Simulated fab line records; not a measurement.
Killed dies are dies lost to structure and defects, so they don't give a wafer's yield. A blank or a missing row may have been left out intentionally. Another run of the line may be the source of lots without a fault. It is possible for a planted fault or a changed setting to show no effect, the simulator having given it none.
Which tool is to blame?    flow gf180mcu    72 wafers from 24 lots sampled at 5 of the route's 602 steps

WHAT THE GAUGES SHOWED, per wafer
GF_M4_THK_MEAS_06: measures by xrf. Usual: M4_ALCU_THK 443 nm, standard deviation 5.3.
lot   measured      on             M4_ALCU_THK (nm)  flag
L074  day 22 12:43  film_metro-01  444 440 441       
L075  day 22 21:02  film_metro-03  438 434 435       
L076  day 23 00:40  film_metro-01  444 448 445       
L077  day 23 20:46  film_metro-01  443 442 442       
L078  day 24 05:00  film_metro-03  440 436 442       
L080  day 24 13:58  film_metro-03  441 447 443       
L079  day 24 14:24  film_metro-01  444 437 443       
L081  day 24 20:28  film_metro-01  444 446 443       
L082  day 25 11:40  film_metro-03  442 441 441       
L083  day 25 16:07  film_metro-02  438 445 443       
L084  day 26 02:02  film_metro-01  440 446 444       
L085  day 26 12:38  film_metro-02  448 448 447       
L087  day 26 19:08  film_metro-01  445 444 446       
L088  day 26 23:53  film_metro-01  440 443 449       
L086  day 27 07:14  film_metro-02  452 446 445       
L089  day 27 13:23  film_metro-03  449 443 446       
L090  day 27 22:14  film_metro-02  439 440 428       
L091  day 28 01:52  film_metro-01  451 451 458       
L092  day 28 10:58  film_metro-01  437 430 437       
L093  day 28 15:35  film_metro-01  455 451 445       
L094  day 29 05:21  film_metro-01  444 441 444       
L095  day 29 07:25  film_metro-02  444 444 438       
L096  day 29 08:47  film_metro-01  435 439 430       
L097  day 29 17:49  film_metro-03  446 442 442       

GF_V4_BOW_MEAS_05. Usual: V4_BOW 134 um, standard deviation 9.9.
lot   measured      on             V4_BOW (um)  flag
L074  day 23 12:35  film_metro-02  132 125 129  
L075  day 23 21:02  film_metro-04  135 135 148  
L076  day 23 23:37  film_metro-04  127 129 123  
L077  day 24 19:40  film_metro-03  153 135 136  
L078  day 25 03:30  film_metro-02  140 139 133  
L080  day 25 12:49  film_metro-02  155 142 139  
L079  day 25 13:12  film_metro-02  111 133 122  
L081  day 25 19:16  film_metro-02  142 143 141  
L082  day 26 09:47  film_metro-02  138 144 144  
L083  day 26 13:52  film_metro-04  128 137 157  
L084  day 26 23:00  film_metro-04  119 114 135  
L085  day 27 09:48  film_metro-04  126 133 125  
L087  day 27 16:53  film_metro-04  151 138 135  
L088  day 27 21:37  film_metro-04  117 149 142  
L086  day 28 03:19  film_metro-03  151 143 150  
L089  day 28 11:13  film_metro-02  147 145 145  
L090  day 28 17:34  film_metro-04  124 127 120  
L091  day 28 22:18  film_metro-02  123 148 143  
L092  day 29 06:44  film_metro-04  131 142 135  
L093  day 29 12:04  film_metro-04  138 131 123  
L094  day 30 01:20  film_metro-04  121 129 113  
L095  day 30 03:12  film_metro-02  120 127 142  
L096  day 30 04:55  film_metro-04  131 130 135  
L097  day 30 13:51  film_metro-04  119 132 129  

WHICH TOOL RAN EACH LOT (tool, then ch and the chambers of the sampled wafers, then the start)
lot   GF_V3_CVD_02                     GF_V3_SPUTTER_21              GF_M4_SPUTTER_02
L074  pecvd-03 ch 0,2, day 21 10:35    pvd_sputter-03, day 22 11:40  pvd_sputter-02, day 22 12:29
L075  pecvd-01 ch 0,1, day 21 19:22    pvd_sputter-04, day 22 19:59  pvd_sputter-01, day 22 20:49
L076  pecvd-01 ch 0,1, day 21 23:47    pvd_sputter-04, day 22 23:38  pvd_sputter-02, day 23 00:27
L077  pecvd-01 ch 0,2, day 22 19:26    pvd_sputter-04, day 23 19:43  pvd_sputter-02, day 23 20:32
L078  pecvd-03 ch 0,2, day 23 04:12    pvd_sputter-04, day 24 03:58  pvd_sputter-01, day 24 04:47
L080  pecvd-01 ch 0,1, day 23 13:15    pvd_sputter-03, day 24 12:56  pvd_sputter-04, day 24 13:45
L079  pecvd-02 ch 0,1, day 23 13:22    pvd_sputter-01, day 24 13:22  pvd_sputter-02, day 24 14:11
L081  pecvd-02 ch 0,1,2, day 23 20:29  pvd_sputter-03, day 24 19:25  pvd_sputter-01, day 24 20:14
L082  pecvd-03 ch 1,2, day 24 11:25    pvd_sputter-01, day 25 10:38  pvd_sputter-02, day 25 11:28
L083  pecvd-02 ch 1,2, day 24 16:14    pvd_sputter-03, day 25 15:05  pvd_sputter-02, day 25 15:54
L084  pecvd-01 ch 0,1,2, day 25 02:35  pvd_sputter-01, day 26 01:00  pvd_sputter-02, day 26 01:49
L085  pecvd-02 ch 1,2, day 25 13:59    pvd_sputter-01, day 26 11:36  pvd_sputter-04, day 26 12:25
L087  pecvd-02 ch 1,2, day 25 20:26    pvd_sputter-04, day 26 18:06  pvd_sputter-01, day 26 18:55
L088  pecvd-02 ch 0,2, day 26 02:10    pvd_sputter-04, day 26 22:50  pvd_sputter-01, day 26 23:40
L086  pecvd-03 ch 0,1,2, day 26 08:11  pvd_sputter-03, day 27 06:12  pvd_sputter-04, day 27 07:02
L089  pecvd-02 ch 0,1,2, day 26 14:07  pvd_sputter-03, day 27 12:21  pvd_sputter-02, day 27 13:11
L090  pecvd-01 ch 0,1,2, day 26 23:49  pvd_sputter-04, day 27 21:12  pvd_sputter-02, day 27 22:01
L091  pecvd-03 ch 1,2, day 27 03:16    pvd_sputter-01, day 28 00:49  pvd_sputter-01, day 28 01:38
L092  pecvd-03 ch 0,1,2, day 27 10:46  pvd_sputter-01, day 28 08:13  pvd_sputter-02, day 28 10:45
L093  pecvd-03 ch 0,1, day 27 17:35    pvd_sputter-04, day 28 14:33  pvd_sputter-04, day 28 15:23
L094  pecvd-03 ch 0,2, day 28 07:47    pvd_sputter-04, day 29 04:18  pvd_sputter-01, day 29 05:07
L095  pecvd-01 ch 1,2, day 28 08:38    pvd_sputter-03, day 29 06:23  pvd_sputter-04, day 29 07:13
L096  pecvd-02 ch 0,1, day 28 10:08    pvd_sputter-04, day 29 07:45  pvd_sputter-02, day 29 08:34
L097  pecvd-03 ch 0,2, day 28 19:55    pvd_sputter-04, day 29 16:44  pvd_sputter-01, day 29 17:35
- GF_V3_CVD_02: deposits SiO2 from TEOS, target thk 850 nm, time 94.851 s.
- GF_V3_SPUTTER_21: material Ti, target thk 15 nm, time 80.02 s.
- GF_M4_SPUTTER_02: material AlCu, target thk 450 nm, time 23.9 s.

AS READ BY THE TOOLS THEMSELVES (means over the sampled wafers that have a number; for cases with no such wafer, the mark the record gives instead)
GF_V3_CVD_02. Usual: heater_power_outer_w 352 W, standard deviation 53; heater_power_w 609 W, standard deviation 86.
lot   tool      heater_power_outer_w (W)  heater_power_w (W)  flag
L074  pecvd-03  347                       629                 
L075  pecvd-01  317                       520                 
L076  pecvd-01  335                       531                 
L077  pecvd-01  339                       532                 
L078  pecvd-03  330                       600                 
L080  pecvd-01  326                       531                 
L079  pecvd-02  358                       651                 
L081  pecvd-02  383                       680                 
L082  pecvd-03  336                       613                 
L083  pecvd-02  397                       707                 
L084  pecvd-01  343                       552                 
L085  pecvd-02  394                       693                 
L087  pecvd-02  376                       680                 
L088  pecvd-02  418                       721                 
L086  pecvd-03  352                       598                 
L089  pecvd-02  388                       693                 
L090  pecvd-01  343                       544                 
L091  pecvd-03  362                       630                 
L092  pecvd-03  352                       612                 
L093  pecvd-03  369                       627                 
L094  pecvd-03  336                       594                 
L095  pecvd-01  291                       493                 
L096  pecvd-02  391                       685                 
L097  pecvd-03  325                       578                 

GF_V3_SPUTTER_21. Usual: throttle_valve_pct 29.7 %, standard deviation 1.3.
lot   tool            throttle_valve_pct (%)  flag
L074  pvd_sputter-03  30.1                    
L075  pvd_sputter-04  30.3                    
L076  pvd_sputter-04  30.7                    
L077  pvd_sputter-04  28.9                    
L078  pvd_sputter-04  29.4                    
L080  pvd_sputter-03  30.0                    
L079  pvd_sputter-01  28.8                    
L081  pvd_sputter-03  29.4                    
L082  pvd_sputter-01  28.6                    
L083  pvd_sputter-03  30.0                    
L084  pvd_sputter-01  29.4                    
L085  pvd_sputter-01  29.1                    
L087  pvd_sputter-04  30.6                    
L088  pvd_sputter-04  30.6                    
L086  pvd_sputter-03  30.0                    
L089  pvd_sputter-03  30.1                    
L090  pvd_sputter-04  30.1                    
L091  pvd_sputter-01  28.8                    
L092  pvd_sputter-01  29.2                    
L093  pvd_sputter-04  29.4                    
L094  pvd_sputter-04  30.6                    
L095  pvd_sputter-03  29.6                    
L096  pvd_sputter-04  29.6                    
L097  pvd_sputter-04  29.8                    

GF_M4_SPUTTER_02. Usual: throttle_valve_pct 29.3 %, standard deviation 1.2.
lot   tool            throttle_valve_pct (%)  flag
L074  pvd_sputter-02  28.6                    
L075  pvd_sputter-01  28.7                    
L076  pvd_sputter-02  29.2                    
L077  pvd_sputter-02  28.9                    
L078  pvd_sputter-01  28.3                    
L080  pvd_sputter-04  30.7                    
L079  pvd_sputter-02  29.4                    
L081  pvd_sputter-01  29.1                    
L082  pvd_sputter-02  29.2                    
L083  pvd_sputter-02  29.1                    
L084  pvd_sputter-02  29.5                    
L085  pvd_sputter-04  29.5                    
L087  pvd_sputter-01  29.9                    
L088  pvd_sputter-01  30.1                    
L086  pvd_sputter-04  29.3                    
L089  pvd_sputter-02  28.8                    
L090  pvd_sputter-02  28.7                    
L091  pvd_sputter-01  29.3                    
L092  pvd_sputter-02  29.2                    
L093  pvd_sputter-04  31.5                    
L094  pvd_sputter-01  29.4                    
L095  pvd_sputter-04  29.7                    
L096  pvd_sputter-02  29.2                    
L097  pvd_sputter-01  29.9                    

THE ANSWER, worked out from the rows above alone
Rule: a lot is off if the mean of its wafers that have a number lies more than 3 standard deviations from the usual mean. Also off: a lot with no number at a reading for which 4 or more lots have one. Where the step has rows for the other lots, those lots are counted as sound. After the gauges, taken in route order, come the tools' own readings; for these a lot's mean is taken, as printed above. The first step at which some lot is off is used, and at that step the reading that is off furthest; a lot without a number counts as furthest.
None of the lots is off at any reading shown; this tells nothing.

WHAT WAS PUT IN BY THE SIMULATOR
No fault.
